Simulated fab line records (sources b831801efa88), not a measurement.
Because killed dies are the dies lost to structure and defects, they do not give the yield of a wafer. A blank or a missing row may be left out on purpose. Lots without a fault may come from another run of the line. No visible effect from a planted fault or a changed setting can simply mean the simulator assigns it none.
fab line records ; flow sky130
record lots=13; wafers=39; lastDay=50
route steps=708 shown FIELD_ISO@16 VT_ADJUST_LVTN@101 SONOS_ONO@171 GATE_OXIDE@200
lots that met no fault: taken from a fault-free run of the same line
startH: hours from the record's opening day to when the first of the lot's shown wafers began ; waitH: hours elapsed since this lot's preceding step ; " the same as in the row above ; L1.1+2: several wafers, shown together as one row ; - either no value or no given start ; * or withheld: withheld ; < > ~ a bound
route shown NAME@n: names a module that has steps shown in the file, with the first one's number in the route ; usual: average and standard deviation across the fault-free wafers ; same: alike in all rows ; chamber/n: place in a boat ; sites: per-site readings ; _std_site: their standard deviation ; _edge_site: mean of outer sites minus mean of inner sites ; radiusMm: how far each site lies from the wafer's centre ; mask NAME#n: copy n ; behind: the last tool/chamber to shape the wafer ; hold: why the lot went on hold/how many hours it stayed there/how the hold came to an end ; device: the transistor (n, p or np) that didn't switch ; end of line: tests of these same wafers at the route's end ; step lacking rows: just its recipe ; killed: at the first sort, the dies lost to defects and structure; wafer yield is something else ; map: a wafer's dies, x killed, . not, _ none there
set.NAME: the setting the step ran with; set.NAME@STEP: the setting that earlier step ran with ; model.NAME: the simulator's own value behind a step, which no gauge read
route steps across a sampled set of lots; one table per step, one row per wafer
services: when a tool's chamber went out of use (startH, in hours from the record's first day, below 0 if earlier), for how many hours, and the reason
## steps
# step SKY_FIELD_ISO_ETCH_15
# recipe chemistry=CHF3/O2; targetDepthNm=180; stopOn=Si; sourceW=600; biasW=200; pressureMtorr=40; chf3FlowSccm=50; O2_flow_sccm=5; timeS=72
# usual drypumpMotorCurrentA=5.8/0.51; oesProductAu=0.931/0.007; throttleValvePct=8.840/0.0086
lot.wafer;tool;chamber;startH;waitH;drypumpMotorCurrentA;oesProductAu;rfHoursCounterH;throttleValvePct
L265.2;rieDiel-04;1;34.94;0.0;5.5;0.931;12;8.836
L265.3;rieDiel-04;0;34.94;0.0;5.9;0.920;41;8.839
L265.4;rieDiel-04;2;34.94;0.0;6.8;0.930;88;8.837
L266.1;rieDiel-02;2;38.89;0.0;5.2;0.937;119;8.849
L266.5;rieDiel-02;0;38.89;0.0;5.6;0.924;-;8.833
L266.6;rieDiel-02;3;38.89;0.0;5.3;0.937;-;8.842
L267.2;rieDiel-04;1;44.89;0.0;5.5;0.930;12;8.849
L267.5;rieDiel-04;2;44.89;0.0;6.9;0.937;-;8.852
L267.6;rieDiel-04;3;44.89;0.0;5.9;0.931;-;8.855
L268.2;rieDiel-04;2;50.19;0.0;6.8;0.928;89;8.830
L268.3;rieDiel-04;3;50.19;0.0;6.0;0.936;79;8.848
L268.4;rieDiel-04;2;50.19;0.0;6.8;0.938;-;8.836
L269.1;rieDiel-02;2;54.89;0.0;5.2;0.921;119;8.844
L269.2;rieDiel-02;1;54.89;0.0;5.0;0.922;16;8.846
L269.6;rieDiel-02;2;54.89;0.0;5.2;0.926;-;8.855
L270.2;rieDiel-02;0;59.69;0.0;5.6;0.940;6;8.829
L270.4;rieDiel-02;3;59.69;0.0;5.3;0.941;101;8.829
L270.6;rieDiel-02;2;59.69;0.0;5.2;0.939;-;8.832
L271.2;rieDiel-02;0;64.10;0.0;5.6;0.924;6;8.845
L271.3;rieDiel-02;1;64.10;0.0;5.0;0.928;16;8.829
L271.4;rieDiel-02;2;64.10;0.0;5.2;0.937;119;8.830
L277.2;rieDiel-04;0;97.94;0.0;5.9;0.941;42;8.853
L277.3;rieDiel-04;1;97.94;0.0;5.5;0.938;14;8.825
L277.5;rieDiel-04;3;97.94;0.0;6.0;0.928;-;8.850
L280.4;rieDiel-02;1;111.39;0.0;4.9;0.927;17;8.849
L280.5;rieDiel-02;3;111.39;0.0;5.3;0.933;-;8.851
L280.6;rieDiel-02;0;111.39;0.0;5.6;0.933;-;8.852
L282.4;rieDiel-01;0;122.44;0.0;5.7;0.936;3;8.835
L282.5;rieDiel-01;2;122.44;0.0;6.2;0.932;-;8.841
L282.6;rieDiel-01;1;122.44;0.0;6.3;0.939;-;8.844
L285.1;rieDiel-02;0;140.70;0.0;5.6;0.948;7;8.847
L285.5;rieDiel-02;3;140.70;0.0;5.3;0.934;-;8.843
L285.6;rieDiel-02;2;140.70;0.0;5.2;0.943;-;8.831
L286.1;rieDiel-04;0;146.59;0.0;5.9;0.932;43;8.837
L286.4;rieDiel-04;2;146.59;0.0;6.9;0.937;90;8.841
L286.5;rieDiel-04;0;146.59;0.0;5.9;0.932;-;8.830
L287.1;rieDiel-04;1;149.40;0.0;5.5;0.932;14;8.844
L287.2;rieDiel-04;3;149.40;0.0;6.0;0.940;81;8.835
L287.5;rieDiel-04;0;149.40;0.0;5.8;0.936;-;8.837
# step SKY_VT_ADJUST_LVTN_EXPOSE_04
# recipe maskId=NWM_COMPLEMENT_LESS_NATIVE; na=0.6; sourceShape=conventional; sigmaOuter=0.6; polarization=unpolarized; targetCdNm=840; doseMj=194
# usual focusOffsetNm=0.1/0.49
lot.wafer;tool;chamber;startH;waitH;mask;focusOffsetNm
L265.2;ilineStepper-02;0;139.70;-;NWM_COMPLEMENT_LESS_NATIVE#0;0.9
L265.3;ilineStepper-02;0;139.70;-;NWM_COMPLEMENT_LESS_NATIVE#0;-0.5
L265.4;ilineStepper-02;0;139.70;-;NWM_COMPLEMENT_LESS_NATIVE#0;-0.5
L266.1;ilineStepper-02;0;142.48;-;NWM_COMPLEMENT_LESS_NATIVE#0;-0.5
L266.5;ilineStepper-02;0;142.48;-;NWM_COMPLEMENT_LESS_NATIVE#0;0.5
L266.6;ilineStepper-02;0;142.48;-;NWM_COMPLEMENT_LESS_NATIVE#0;-1.0
L267.2;ilineStepper-01;0;152.05;-;NWM_COMPLEMENT_LESS_NATIVE#0;0.4
L267.5;ilineStepper-01;0;152.05;-;NWM_COMPLEMENT_LESS_NATIVE#0;-0.1
L267.6;ilineStepper-01;0;152.05;-;NWM_COMPLEMENT_LESS_NATIVE#0;0.6
L268.2;ilineStepper-02;0;160.50;-;NWM_COMPLEMENT_LESS_NATIVE#0;0.2
L268.3;ilineStepper-02;0;160.50;-;NWM_COMPLEMENT_LESS_NATIVE#0;0.1
L268.4;ilineStepper-02;0;160.50;-;NWM_COMPLEMENT_LESS_NATIVE#0;1.4
L269.1;ilineStepper-02;0;165.43;-;NWM_COMPLEMENT_LESS_NATIVE#0;-0.2
L269.2;ilineStepper-02;0;165.43;-;NWM_COMPLEMENT_LESS_NATIVE#0;0.3
L269.6;ilineStepper-02;0;165.43;-;NWM_COMPLEMENT_LESS_NATIVE#0;-0.7
L270.2;ilineStepper-02;0;169.10;-;NWM_COMPLEMENT_LESS_NATIVE#0;0.0
L270.4;ilineStepper-02;0;169.10;-;NWM_COMPLEMENT_LESS_NATIVE#0;0.1
L270.6;ilineStepper-02;0;169.10;-;NWM_COMPLEMENT_LESS_NATIVE#0;0.0
L271.2;ilineStepper-01;0;174.22;-;NWM_COMPLEMENT_LESS_NATIVE#0;-0.1
L271.3;ilineStepper-01;0;174.22;-;NWM_COMPLEMENT_LESS_NATIVE#0;0.8
L271.4;ilineStepper-01;0;174.22;-;NWM_COMPLEMENT_LESS_NATIVE#0;-0.2
L277.2;ilineStepper-02;0;216.95;-;HVN_STD_DERIVED#0;-0.1
L277.3;ilineStepper-02;0;216.95;-;HVN_STD_DERIVED#0;0.7
L277.5;ilineStepper-02;0;216.95;-;HVN_STD_DERIVED#0;0.2
L280.4;ilineStepper-02;0;236.76;-;NWM_COMPLEMENT_LESS_NATIVE#0;0.0
L280.5;ilineStepper-02;0;236.76;-;NWM_COMPLEMENT_LESS_NATIVE#0;0.5
L280.6;ilineStepper-02;0;236.76;-;NWM_COMPLEMENT_LESS_NATIVE#0;0.1
L282.4;ilineStepper-01;0;245.49;-;NWM_COMPLEMENT_LESS_NATIVE#0;0.1
L282.5;ilineStepper-01;0;245.49;-;NWM_COMPLEMENT_LESS_NATIVE#0;-0.1
L282.6;ilineStepper-01;0;245.49;-;NWM_COMPLEMENT_LESS_NATIVE#0;-0.3
L285.1;ilineStepper-01;0;267.33;-;NWM_COMPLEMENT_LESS_NATIVE#0;0.4
L285.5;ilineStepper-01;0;267.33;-;NWM_COMPLEMENT_LESS_NATIVE#0;0.2
L285.6;ilineStepper-01;0;267.33;-;NWM_COMPLEMENT_LESS_NATIVE#0;0.4
L286.1;ilineStepper-01;0;274.55;-;NWM_COMPLEMENT_LESS_NATIVE#0;0.3
L286.4;ilineStepper-01;0;274.55;-;NWM_COMPLEMENT_LESS_NATIVE#0;0.3
L286.5;ilineStepper-01;0;274.55;-;NWM_COMPLEMENT_LESS_NATIVE#0;0.1
L287.1;ilineStepper-01;0;277.78;-;NWM_COMPLEMENT_LESS_NATIVE#0;0.8
L287.2;ilineStepper-01;0;277.78;-;NWM_COMPLEMENT_LESS_NATIVE#0;-0.4
L287.5;ilineStepper-01;0;277.78;-;NWM_COMPLEMENT_LESS_NATIVE#0;0.7
# step SKY_VT_ADJUST_LVTN_OVL_MEAS_07
# usual VT_ADJUST_LVTN_OVL=-0.4/1.3
lot.wafer;tool;chamber;startH;waitH;VT_ADJUST_LVTN_OVL[nm]
L265.2;overlay-02;-;149.11;-;-0.1
L265.3;overlay-02;-;149.11;-;-3.2
L265.4;overlay-02;-;149.11;-;-0.2
L266.1;overlay-01;-;152.78;-;3.4
L266.5;overlay-01;-;152.78;-;1.5
L266.6;overlay-01;-;152.78;-;0.5
L267.2;overlay-01;-;161.83;-;-1.1
L267.5;overlay-01;-;161.83;-;-2.4
L267.6;overlay-01;-;161.83;-;-0.8
L268.2;overlay-01;-;170.21;-;1.3
L268.3;overlay-01;-;170.21;-;0.0
L268.4;overlay-01;-;170.21;-;-0.1
L269.1;overlay-01;-;175.68;-;1.2
L269.2;overlay-01;-;175.68;-;0.2
L269.6;overlay-01;-;175.68;-;1.1
L270.2;overlay-02;-;179.46;-;0.2
L270.4;overlay-02;-;179.46;-;-0.6
L270.6;overlay-02;-;179.46;-;-2.6
L271.2;overlay-02;-;183.49;-;-1.5
L271.3;overlay-02;-;183.49;-;-0.5
L271.4;overlay-02;-;183.49;-;-0.8
L277.2;overlay-01;-;227.96;-;-
L277.3;overlay-01;-;227.96;-;-
L277.5;overlay-01;-;227.96;-;-
L280.4;overlay-02;-;247.62;-;-2.3
L280.5;overlay-02;-;247.62;-;-1.2
L280.6;overlay-02;-;247.62;-;-0.4
L282.4;overlay-02;-;257.05;-;0.4
L282.5;overlay-02;-;257.05;-;1.4
L282.6;overlay-02;-;257.05;-;-0.2
L285.1;overlay-02;-;279.08;-;1.2
L285.5;overlay-02;-;279.08;-;-0.3
L285.6;overlay-02;-;279.08;-;0.0
L286.1;overlay-02;-;287.43;-;-1.9
L286.4;overlay-02;-;287.43;-;-1.3
L286.5;overlay-02;-;287.43;-;0.4
L287.1;overlay-02;-;290.33;-;-1.9
L287.2;overlay-02;-;290.33;-;1.0
L287.5;overlay-02;-;290.33;-;-0.6
# step SKY_VT_ADJUST_LVTN_TW_MEAS_10
# usual VT_ADJUST_LVTN_TW=239.9/2.9
lot.wafer;tool;chamber;startH;waitH;VT_ADJUST_LVTN_TW
L265.2;filmMetro-01;-;149.40;0.1;238.1
L265.3;filmMetro-01;-;149.40;0.1;237.0
L265.4;filmMetro-01;-;149.40;0.1;235.8
L266.1;filmMetro-01;-;153.07;0.1;237.4
L266.5;filmMetro-01;-;153.07;0.1;235.2
L266.6;filmMetro-01;-;153.07;0.1;237.3
L267.2;filmMetro-04;-;162.12;0.1;242.2
L267.5;filmMetro-04;-;162.12;0.1;242.2
L267.6;filmMetro-04;-;162.12;0.1;241.2
L268.2;filmMetro-01;-;170.50;0.1;236.2
L268.3;filmMetro-01;-;170.50;0.1;235.6
L268.4;filmMetro-01;-;170.50;0.1;236.0
L269.1;filmMetro-04;-;175.96;0.1;244.2
L269.2;filmMetro-04;-;175.96;0.1;244.6
L269.6;filmMetro-04;-;175.96;0.1;242.8
L270.2;filmMetro-04;-;179.75;0.1;243.1
L270.4;filmMetro-04;-;179.75;0.1;245.1
L270.6;filmMetro-04;-;179.75;0.1;242.6
L271.2;filmMetro-02;-;183.78;0.1;240.1
L271.3;filmMetro-02;-;183.78;0.1;240.9
L271.4;filmMetro-02;-;183.78;0.1;241.7
L277.2;filmMetro-01;-;228.25;0.1;29.4
L277.3;filmMetro-01;-;228.25;0.1;29.5
L277.5;filmMetro-01;-;228.25;0.1;29.5
L280.4;filmMetro-02;-;247.92;0.1;238.7
L280.5;filmMetro-02;-;247.92;0.1;238.1
L280.6;filmMetro-02;-;247.92;0.1;238.0
L282.4;filmMetro-04;-;257.34;0.1;242.5
L282.5;filmMetro-04;-;257.34;0.1;243.8
L282.6;filmMetro-04;-;257.34;0.1;245.2
L285.1;filmMetro-01;-;279.36;0.1;237.4
L285.5;filmMetro-01;-;279.36;0.1;237.5
L285.6;filmMetro-01;-;279.36;0.1;236.6
L286.1;filmMetro-01;-;287.71;0.1;237.8
L286.4;filmMetro-01;-;287.71;0.1;237.7
L286.5;filmMetro-01;-;287.71;0.1;237.7
L287.1;filmMetro-02;-;290.62;0.1;240.9
L287.2;filmMetro-02;-;290.62;0.1;241.2
L287.5;filmMetro-02;-;290.62;0.1;240.4
# step SKY_VT_ADJUST_LVTN_TW_MEAS_21
# usual VT_ADJUST_LVTN_2_TW=188.1/2.4
lot.wafer;tool;chamber;startH;waitH;VT_ADJUST_LVTN_2_TW
L265.2;filmMetro-04;-;170.15;0.1;191.5
L265.3;filmMetro-04;-;170.15;0.1;191.0
L265.4;filmMetro-04;-;170.15;0.1;191.4
L266.1;filmMetro-01;-;173.57;0.1;184.7
L266.5;filmMetro-01;-;173.57;0.1;184.5
L266.6;filmMetro-01;-;173.57;0.1;184.5
L267.2;filmMetro-01;-;182.40;0.1;184.5
L267.5;filmMetro-01;-;182.40;0.1;183.9
L267.6;filmMetro-01;-;182.40;0.1;184.3
L268.2;filmMetro-01;-;191.18;0.1;184.4
L268.3;filmMetro-01;-;191.18;0.1;185.1
L268.4;filmMetro-01;-;191.18;0.1;185.1
L269.1;filmMetro-02;-;196.74;0.1;186.2
L269.2;filmMetro-02;-;196.74;0.1;186.3
L269.6;filmMetro-02;-;196.74;0.1;187.5
L270.2;filmMetro-04;-;200.62;0.1;190.0
L270.4;filmMetro-04;-;200.62;0.1;188.9
L270.6;filmMetro-04;-;200.62;0.1;190.3
L271.2;filmMetro-02;-;204.42;0.1;185.8
L271.3;filmMetro-02;-;204.42;0.1;187.3
L271.4;filmMetro-02;-;204.42;0.1;187.3
L277.2;filmMetro-02;-;251.78;0.1;265.4
L277.3;filmMetro-02;-;251.78;0.1;263.9
L277.5;filmMetro-02;-;251.78;0.1;265.1
L280.4;filmMetro-02;-;271.80;0.1;187.8
L280.5;filmMetro-02;-;271.80;0.1;187.3
L280.6;filmMetro-02;-;271.80;0.1;187.5
L282.4;filmMetro-04;-;281.87;0.1;189.7
L282.5;filmMetro-04;-;281.87;0.1;190.1
L282.6;filmMetro-04;-;281.87;0.1;190.4
L285.1;filmMetro-04;-;304.69;0.1;190.7
L285.5;filmMetro-04;-;304.69;0.1;189.9
L285.6;filmMetro-04;-;304.69;0.1;190.8
L286.1;filmMetro-04;-;312.87;0.1;190.9
L286.4;filmMetro-04;-;312.87;0.1;190.3
L286.5;filmMetro-04;-;312.87;0.1;191.0
L287.1;filmMetro-04;-;316.71;0.1;191.9
L287.2;filmMetro-04;-;316.71;0.1;191.1
L287.5;filmMetro-04;-;316.71;0.1;191.2
# step SKY_SONOS_ONO_THK_MEAS_03
# recipe reads=Si3N4_of_SONOS_ONO_CVD_02
# usual SONOS_ONO_CVD_02_THK=10.55/0.13
lot.wafer;tool;chamber;startH;waitH;SONOS_ONO_CVD_02_THK[nm]
L265.2;filmMetro-03;-;261.59;0.0;10.69
L265.3;filmMetro-03;-;261.59;0.0;10.74
L265.4;filmMetro-03;-;261.59;0.0;10.68
L266.1;filmMetro-02;-;268.94;0.0;10.62
L266.5;filmMetro-02;-;268.94;0.0;10.51
L266.6;filmMetro-02;-;268.94;0.0;10.62
L267.2;filmMetro-02;-;277.97;0.0;10.55
L267.5;filmMetro-02;-;277.97;0.0;10.69
L267.6;filmMetro-02;-;277.97;0.0;10.58
L268.2;filmMetro-03;-;287.72;0.0;10.55
L268.3;filmMetro-03;-;287.72;0.0;10.47
L268.4;filmMetro-03;-;287.72;0.0;10.43
L269.1;filmMetro-01;-;294.06;0.0;10.61
L269.2;filmMetro-01;-;294.06;0.0;10.64
L269.6;filmMetro-01;-;294.06;0.0;10.67
L270.2;filmMetro-02;-;299.31;0.0;10.66
L270.4;filmMetro-02;-;299.31;0.0;10.69
L270.6;filmMetro-02;-;299.31;0.0;10.75
L271.2;filmMetro-01;-;302.15;0.0;10.47
L271.3;filmMetro-01;-;302.15;0.0;10.47
L271.4;filmMetro-01;-;302.15;0.0;10.46
L277.2;filmMetro-02;-;359.69;0.0;10.68
L277.3;filmMetro-02;-;359.69;0.0;10.74
L277.5;filmMetro-02;-;359.69;0.0;10.64
L280.4;filmMetro-02;-;380.51;0.0;10.45
L280.5;filmMetro-02;-;380.51;0.0;10.49
L280.6;filmMetro-02;-;380.51;0.0;10.45
L282.4;filmMetro-02;-;393.52;0.0;10.63
L282.5;filmMetro-02;-;393.52;0.0;10.63
L282.6;filmMetro-02;-;393.52;0.0;10.67
L285.1;filmMetro-02;-;420.78;0.0;10.52
L285.5;filmMetro-02;-;420.78;0.0;10.42
L285.6;filmMetro-02;-;420.78;0.0;10.46
L286.1;filmMetro-02;-;430.36;0.0;10.34
L286.4;filmMetro-02;-;430.36;0.0;10.38
L286.5;filmMetro-02;-;430.36;0.0;10.35
L287.1;filmMetro-03;-;434.98;0.0;10.58
L287.2;filmMetro-03;-;434.98;0.0;10.60
L287.5;filmMetro-03;-;434.98;0.0;10.69
# step SKY_GATE_OXIDE_STRIP_13
# recipe chemistry=O2/N2; powerW=1400; pressureMtorr=1500; platenTempC=withheld; o2FlowSccm=3000; n2FlowSccm=300; overashFraction=0.5
# usual drypumpMotorCurrentA=6.0/0.51; oesProductAu=0.716/0.0048; stripTimeToEndpointS=14.19/0.039
# same overashFraction=0.5
lot.wafer;tool;chamber;startH;waitH;drypumpMotorCurrentA;oesProductAu;rfHoursCounterH;stripTimeToEndpointS
L265.2;plasmaAsher-03;1;316.08;0.0;6.0;0.720;49;14.22
L265.3;plasmaAsher-03;1;316.08;0.0;6.0;0.715;-;14.28
L265.4;plasmaAsher-03;0;316.08;0.0;6.5;0.720;-;14.23
L266.1;plasmaAsher-04;1;323.42;0.0;6.2;0.712;63;14.19
L266.5;plasmaAsher-04;1;323.42;0.0;6.2;0.718;-;14.14
L266.6;plasmaAsher-04;0;323.42;0.0;6.2;0.718;-;14.20
L267.2;plasmaAsher-02;1;332.22;0.0;6.2;0.715;20;14.21
L267.5;plasmaAsher-02;0;332.22;0.0;5.0;0.713;-;14.17
L267.6;plasmaAsher-02;1;332.22;0.0;6.2;0.713;-;14.21
L268.2;plasmaAsher-03;1;343.18;0.0;6.0;0.718;52;14.24
L268.3;plasmaAsher-03;0;343.18;0.0;6.5;0.702;-;14.20
L268.4;plasmaAsher-03;1;343.18;0.0;5.9;0.709;-;14.21
L269.1;plasmaAsher-02;1;350.12;0.0;6.2;0.720;21;14.24
L269.2;plasmaAsher-02;0;350.12;0.0;5.0;0.711;21;14.22
L269.6;plasmaAsher-02;1;350.12;0.0;6.2;0.719;-;14.23
L270.2;plasmaAsher-02;0;354.98;0.0;5.0;0.712;21;14.27
L270.4;plasmaAsher-02;1;354.98;0.0;6.2;0.714;-;14.23
L270.6;plasmaAsher-02;1;354.98;0.0;6.2;0.720;-;14.22
L271.2;plasmaAsher-04;0;358.39;0.0;6.2;0.722;67;14.21
L271.3;plasmaAsher-04;1;358.39;0.0;6.2;0.719;-;14.21
L271.4;plasmaAsher-04;0;358.39;0.0;6.2;0.726;-;14.21
L277.2;plasmaAsher-03;0;460.66;0.0;6.5;0.712;64;14.18
L277.3;plasmaAsher-03;0;460.66;0.0;6.5;0.719;-;14.22
L277.5;plasmaAsher-03;1;460.66;0.0;5.9;0.717;-;14.19
L280.4;plasmaAsher-03;1;461.88;0.0;5.9;0.716;-;14.11
L280.5;plasmaAsher-03;1;461.88;0.0;5.9;0.716;-;14.14
L280.6;plasmaAsher-03;0;461.88;0.0;6.5;0.717;-;14.12
L282.4;plasmaAsher-04;0;461.96;0.0;6.3;0.716;-;14.18
L282.5;plasmaAsher-04;1;461.96;0.0;6.2;0.729;-;14.20
L282.6;plasmaAsher-04;0;461.96;0.0;6.3;0.718;-;14.20
L285.1;plasmaAsher-02;0;486.74;0.0;5.0;0.710;33;14.15
L285.5;plasmaAsher-02;1;486.74;0.0;6.2;0.718;-;14.18
L285.6;plasmaAsher-02;0;486.74;0.0;5.0;0.711;-;14.22
L286.1;plasmaAsher-04;0;499.58;0.0;6.2;0.714;8;14.19
L286.4;plasmaAsher-04;0;499.58;0.0;6.3;0.710;-;14.15
L286.5;plasmaAsher-04;1;499.58;0.0;6.2;0.719;-;14.16
L287.1;plasmaAsher-03;0;500.48;0.0;6.4;0.716;69;14.19
L287.2;plasmaAsher-03;1;500.48;0.0;5.9;0.717;69;14.19
L287.5;plasmaAsher-03;1;500.48;0.0;5.9;0.719;-;14.25
## services
tool;chamber;startH;hours;kind
ilineStepper-01;-;15.48;3.0;repair
ilineStepper-02;-;42.78;0.8;repair
ilineStepper-02;-;46.39;1.7;pm
rieDiel-04;0;50.14;12.4;repair
rieDiel-04;-;51.22;1.0;repair
ilineStepper-02;-;113.01;0.8;repair
rieDiel-04;0;196.11;1.2;repair
plasmaAsher-03;-;207.40;0.8;repair
plasmaAsher-03;-;242.10;1.5;repair
ilineStepper-02;-;254.75;8.9;pm
ilineStepper-02;-;263.64;2.1;pm
ilineStepper-02;-;265.73;1.7;pm
plasmaAsher-03;-;268.45;12.8;repair
rieDiel-02;3;287.71;93.4;repair
ilineStepper-02;-;295.30;28.9;pm
ilineStepper-02;-;325.97;7.2;repair
rieDiel-04;-;368.71;15.6;pm
ilineStepper-01;-;383.96;1.7;pm
rieDiel-04;2;399.09;23.4;repair
ilineStepper-01;-;402.49;2.6;repair
rieDiel-04;-;453.15;4.0;pm
ilineStepper-02;-;477.64;4.4;pm
rieDiel-04;3;481.43;9.0;repair
rieDiel-02;1;488.80;4.5;repair
## key
firstSign step=SKY_VT_ADJUST_LVTN_EXPOSE_04; reading=mask; direction=changed
effect step=SKY_VT_ADJUST_LVTN_OVL_MEAS_07; reading=VT_ADJUST_LVTN_OVL; direction=missing
effect step=SKY_VT_ADJUST_LVTN_TW_MEAS_10; reading=VT_ADJUST_LVTN_TW; direction=down; sigmas=73; usual=239.9; struck=29.5
effect step=SKY_VT_ADJUST_LVTN_TW_MEAS_21; reading=VT_ADJUST_LVTN_2_TW; direction=up; sigmas=32; usual=188.1; struck=264.8
metAt SKY_VT_ADJUST_LVTN_EXPOSE_04
struckLots L277
sortLeftOut L277.2,L277.3,L277.5
testerLeftOut L277
notActingAt SKY_FIELD_ISO_ETCH_15,SKY_SONOS_ONO_THK_MEAS_03,SKY_GATE_OXIDE_STRIP_13
onsetBetween 169.10 216.95
fault kind=wrongMask; tool=any; chamber=-; onsetH=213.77; steps=SKY_VT_ADJUST_LVTN_EXPOSE_04; auxCopy=HVN_STD_DERIVED#0; scope=struckLotsOnly
# testerLeftOut: of these lots the tester's yield and bins aren't shown, on N5 and GAA mostly nor the transistor test; their killed dies are dies lost to structure and defects alone, not to doping, threshold or leakage, so they don't give the yield
# sortLeftOut: the simulated sort isn't trusted on such a fault, so these wafers' sort isn't shown, and their yield isn't known
